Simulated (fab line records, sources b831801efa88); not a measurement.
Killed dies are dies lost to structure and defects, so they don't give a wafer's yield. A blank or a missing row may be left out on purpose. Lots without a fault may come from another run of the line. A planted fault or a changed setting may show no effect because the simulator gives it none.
Problem report in the 8D (eight disciplines) form, filled by code | flow sky130 | the parts of the form that need people (team, actions taken, sign-off) are left out

1. THE PROBLEM
killed_at_contacts at SKY_PAD_OPEN_PROBE_99 reads a mean of 66 on 1 wafer of 1 lot; wafers without a fault read 24 with a standard deviation of 5.4. That is +7.8 standard deviations from the usual mean.
First seen on wafer L491.1, day 48 22:11, on prober-02. The record holds 39 wafers of 13 lots with a number at this step. Rule for "out", or "out of limits": more than 4 standard deviations from the usual mean. The other wafers with a number count as sound.

2. WHAT IT IS AND WHAT IT IS NOT
question                    | is                 | is not
which readings at this step | killed_at_contacts | killed_at_M0_to_M3, killed_at_M4_up, killed_at_front_end, killed_at_other, killed_open, killed_short
which lots                  | L491               | L477, L478, L479, L480, L481, L487, L492, L493, L494, L498, L499, L500
which wafers of those lots  | L491.1             | L491.2, L491.4
read on which tools         | prober-02          | prober-01
when                        | from day 48 22:11  | up to then (18 sound wafers); but 20 sound wafers of L491, L492, L493, L494, L498, L499, L500 came after

3. SUSPECTS, AND WHAT RULES EACH OUT
Counting: a tool at a process step up to the reading stays a suspect if it ran every lot that is out. Sound lots after the first of them don't rule it out here, since some wafers of a struck lot are sound.
- hdpcvd-02 at SKY_CONTACT_HDPCVD_02 (deposits SiO2, target thk 565 nm, time 94.2 s): kept. It ran the lot that is out, L491 (day 34 13:55); its last sound lot up to then is L479 (day 32 05:17).
- pvd_sputter-03 at SKY_METAL5_SPUTTER_01 (material TiN, target thk 20 nm, time 16.7 s): kept. It ran the lot that is out, L491 (day 46 06:12); its last sound lot up to then is L481 (day 44 11:11).
- pvd_sputter-03 at SKY_METAL5_SPUTTER_02 (material AlCu, target thk 1150 nm, time 61.2 s): kept. It ran the lot that is out, L491 (day 46 06:13); its last sound lot up to then is L481 (day 44 11:13).
- rie_metal-03 at SKY_METAL5_METAL_ETCH_15 (etches the open film in Cl2/BCl3, stops on SiO2, target depth 1260 nm, time 252 s): kept. It ran the lot that is out, L491 (day 47 02:46); its last sound lot up to then is L479 (day 45 10:52).
- prober-02 at SKY_PAD_OPEN_PROBE_99: kept. It ran the lot that is out, L491 (day 48 22:11); its last sound lot up to then is L479 (day 47 07:36). Its own readings are out on those wafers: killed_at_contacts.
Left after counting: hdpcvd-02 at SKY_CONTACT_HDPCVD_02, pvd_sputter-03 at SKY_METAL5_SPUTTER_01, pvd_sputter-03 at SKY_METAL5_SPUTTER_02, rie_metal-03 at SKY_METAL5_METAL_ETCH_15, prober-02 at SKY_PAD_OPEN_PROBE_99.

4. THE CAUSE (what the simulator had put in)
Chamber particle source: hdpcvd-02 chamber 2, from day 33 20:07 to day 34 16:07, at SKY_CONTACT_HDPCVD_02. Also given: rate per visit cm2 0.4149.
Counting left 5 suspects, and this tool is among them.

5. THE CHAIN OF EFFECTS, in route order
Each row: a reading whose mean over the struck wafers that have a number lies more than 3 standard deviations from the usual. Only readings for which the record gives a usual standard deviation are gone through. hours: the time from each lot's start at the first step in this table that gives one to its start at this step, as a median over the lots. sigmas: the change in usual standard deviations.
hours | step                  | reading            | usual | on struck wafers | change | sigmas
0     | SKY_PAD_OPEN_PROBE_99 | killed_at_contacts | 24    | 66               | +42    | +7.8
0     | SKY_PAD_OPEN_PROBE_99 | killed_dies        | 85    | 121              | +36    | +3.6
The process steps in it:
- SKY_PAD_OPEN_PROBE_99

6. WHAT WOULD HAVE CAUGHT IT SOONER
In this record the first reading out of limits was taken at day 48 22:11, 362 hours after the fault began at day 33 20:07.
All the lots that are out (1) had begun SKY_CONTACT_HDPCVD_02 on hdpcvd-02 by day 48 22:11. A hold on the tool at that time would have spared none of them.
